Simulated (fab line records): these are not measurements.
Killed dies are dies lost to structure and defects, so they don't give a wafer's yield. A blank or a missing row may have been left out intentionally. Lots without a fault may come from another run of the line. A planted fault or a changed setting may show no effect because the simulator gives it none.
Comparing a struck lot with a sound one / flow sfq line / 42 steps out of a route of 325
Sound: the wafers L163.3, L163.5, L163.6. Struck: wafers L174.2, L174.3. (L174.4 of the same lot was not struck and is left out.) The cause comes at the end.
For every step that has rows: the tool of each side, followed by ch and its chambers, followed by its first start. Under that, the readings that differ: sound wafers / struck wafers / difference of the means / sigmas: that difference in standard deviations of wafers without a fault.
alike: words and numbers the same on both sides, and readings whose means are apart by under 2 such deviations; not compared: readings that were withheld, readings missing a value for some wafer, numbers with overlapping values and no deviation given by the record, and bounds like >300 which may hide the same value.
The two part at a step that has a row with sigmas, a row that says differs or no value, or rows on one side only. Non-overlapping numbers with no deviation appear without sigmas and do not part them. A reading missing from all wafers of one side parts the sides only when that side holds two or more wafers.

first, 3 steps without rows for these wafers: SFQ_TRILAYER_I4_VIA_LITHO_EXPOSE_104 (exposes mask I4, target cd 700 nm); SFQ_TRILAYER_I4_VIA_LITHO_PEB_106 (peb time 60 s); SFQ_TRILAYER_I4_VIA_LITHO_DEVELOP_105 (time 60 s).
SFQ_I4_OVL_MEAS_928:
  struck on overlay-02, day 64 05:23; sound on overlay-01, day 54 05:53
  alike: I4_OVL
SFQ_TRILAYER_I4_VIA_BARC_OPEN_VIA_ETCH_146: etches BARC in O2, target depth 125 nm, time 41.7 s.
  sound on rie diel-02 ch 0,1, day 54 05:55; struck on rie diel-04 ch 1,3, day 64 05:25
reading=oes product au (a.u.); sound=0.691 0.683 0.691; struck=0.672 0.682; difference=-0.011; sigmas=-2
  alike: drypump motor current A
  not compared: rf hours counter h
then, 7 steps without rows for these wafers: SFQ_TRILAYER_I4_VIA_ETCH_VIA_ETCH_106 (etches SiO2 in CHF3, stops on Nb, target depth 260 nm); SFQ_TRILAYER_I4_VIA_STRIP_STRIP_107 (strips in O2); SFQ_TRILAYER_I4_VIA_STRIP_SOLV_CLEAN_108 (cleans in NMP, time 600 s); SFQ_TRILAYER_JJ_TRILAYER_DEP_PRE_CLEAN_113 (time 22.5 s); SFQ_TRILAYER_JJ_TRILAYER_DEP_SPUTTER_109 (material Nb, target thk 150 nm, time 100 s); SFQ_TRILAYER_JJ_TRILAYER_DEP_SPUTTER_110 (material Al, target thk 8 nm, time 10 s); SFQ_TRILAYER_JJ_TRILAYER_DEP_AL_OXIDATION_111 (oxidation time 600 s).
SFQ_TRILAYER_JJ_TRILAYER_DEP_SPUTTER_112: material Nb, target thk 170 nm, time 113.3 s.
  struck on pvd sputter-06, day 64 07:28; sound on pvd sputter-06, day 54 07:58
reading=model.Nb_of_TRILAYER_JJ_TRILAYER_DEP_SPUTTER_112.thk nm (nm); sound=170.5 169.3 171; struck=249 249.2; difference=+79; sigmas=
  alike: throttle valve pct
SFQ_JJ_RS_MEAS_929: uses a four-point probe to measure.
  struck on film metro-02, day 64 07:34; sound on film metro-03, day 54 08:05
reading=JJ_NB_RS (ohm/sq); sound=1.045 1.052 1.040; struck=0.712 0.712; difference=-0.334; sigmas=-28
then, 6 steps without rows for these wafers: SFQ_TRILAYER_JJ_CE_LITHO_COAT_119 (resist thk 62 nm); SFQ_TRILAYER_JJ_CE_LITHO_COAT_114 (resist thk 600 nm); SFQ_TRILAYER_JJ_CE_LITHO_SOFTBAKE_118; SFQ_TRILAYER_JJ_CE_LITHO_EXPOSE_115 (exposes mask J5, target cd 700 nm); SFQ_TRILAYER_JJ_CE_LITHO_PEB_117 (peb time 60 s); SFQ_TRILAYER_JJ_CE_LITHO_DEVELOP_116 (time 60 s).
SFQ_JJ_OVL_MEAS_931:
  struck on overlay-01, day 64 09:59; sound on overlay-01, day 59 14:58
  alike: J5_OVL
SFQ_TRILAYER_JJ_CE_METRO_MEASURE_117:
  struck on cd sem-02, day 64 10:13; sound on cd sem-01, day 59 15:23
  alike: cd nm
then, 1 step without rows for these wafers: SFQ_TRILAYER_JJ_CE_BARC_OPEN_RIE_150 (chemistry O2, target BARC, target depth 240 nm, time 80 s).
SFQ_TRILAYER_JJ_CE_ETCH_RIE_118: chemistry SF6, target Nb, stops on Al2O3, time 97.7 s, target depth 170 nm.
  sound on rie metal-01 ch 0,1, day 59 16:19; struck on rie metal-04 ch 1, day 64 11:18
reading=drypump motor current A (A); sound=5.4 5.6 5.4; struck=6.6 6.6; difference=+1.1; sigmas=+2
reading=oes product au (a.u.); sound=0.981 0.983 0.992; struck=1.007 1.005; difference=+0.021; sigmas=+3
  not compared: rf hours counter h
then, 9 steps without rows for these wafers: SFQ_TRILAYER_JJ_ANODIZE_ANODIZE_119; SFQ_TRILAYER_JJ_CE_STRIP_STRIP_120 (strips in O2); SFQ_TRILAYER_JJ_CE_STRIP_SOLV_CLEAN_121 (cleans in NMP, time 600 s); SFQ_TRILAYER_M5_LITHO_COAT_128 (resist thk 62 nm); SFQ_TRILAYER_M5_LITHO_COAT_123 (resist thk 600 nm); SFQ_TRILAYER_M5_LITHO_SOFTBAKE_127; SFQ_TRILAYER_M5_LITHO_EXPOSE_124 (exposes mask M5, target cd 700 nm); SFQ_TRILAYER_M5_LITHO_PEB_126 (peb time 60 s); SFQ_TRILAYER_M5_LITHO_DEVELOP_125 (time 60 s).
-- the record jumps here: 4 days lie between the struck wafers' starts before and after --
SFQ_M5_OVL_MEAS_932:
  struck on overlay-02, day 68 13:13; sound on overlay-02, day 65 08:25
  alike: M5_OVL
then, 4 steps without rows for these wafers: SFQ_TRILAYER_M5_BARC_OPEN_METAL_ETCH_161 (etches BARC in O2, target depth 125 nm, time 41.7 s); SFQ_TRILAYER_M5_ETCH_METAL_ETCH_126 (etches Nb in Cl2/BCl3, stops on SiO2, time 203.2 s, target depth 265 nm); SFQ_TRILAYER_M5_STRIP_STRIP_127 (strips in O2); SFQ_TRILAYER_M5_STRIP_SOLV_CLEAN_128 (cleans in NMP, time 600 s).
SFQ_TRILAYER_A5B_DEP_PECVD_129: deposits SiO2 from SiH4/N2O, time 133.33 s, target thk 600 nm.
  sound on pecvd-03 ch 1,2, day 65 09:29; struck on pecvd-04 ch 0,1, day 68 14:17
  alike: heater power w, throttle valve pct
SFQ_TRILAYER_A5B_CMP_CMP_130: polishes, stops on Nb, target thk 340.7 nm.
  sound on cmp-02 ch 0,2,3, day 66 00:13; struck on cmp-02 ch 2,3, day 68 16:13
  alike: motor current A
SFQ_TRILAYER_A5B_METRO_MEASURE_131:
  struck on film metro-02, day 68 18:25; sound on film metro-02, day 66 02:37
  alike: thk nm
-- the record jumps here: 4 days lie between the struck wafers' starts before and after --
SFQ_TRILAYER_R5_ETCH_METAL_ETCH_139: etches the open film in Cl2, stops on SiO2, target depth 60 nm, time 40 s.
  sound on rie metal-04 ch 0,1, day 70 07:20; struck on rie metal-04 ch 1, day 72 20:34
reading=model.Nb_of_TRILAYER_JJ_TRILAYER_DEP_SPUTTER_112.thk nm (nm); sound=160.6 159.3 161; struck=238.9 239.1; difference=+78.7; sigmas=
  alike: drypump motor current A, oes product au
  not compared: rf hours counter h

## WHERE THEY PART
Last at SFQ_TRILAYER_JJ_CE_ETCH_RIE_118 as far as this record goes, first at SFQ_TRILAYER_I4_VIA_BARC_OPEN_VIA_ETCH_146. Later steps at which nothing parts them and some readings are alike: SFQ_M5_OVL_MEAS_932, SFQ_TRILAYER_A5B_DEP_PECVD_129, SFQ_TRILAYER_A5B_CMP_CMP_130, SFQ_TRILAYER_A5B_METRO_MEASURE_131, SFQ_TRILAYER_R5_ETCH_METAL_ETCH_139.

WHY: what had been put in by the simulator
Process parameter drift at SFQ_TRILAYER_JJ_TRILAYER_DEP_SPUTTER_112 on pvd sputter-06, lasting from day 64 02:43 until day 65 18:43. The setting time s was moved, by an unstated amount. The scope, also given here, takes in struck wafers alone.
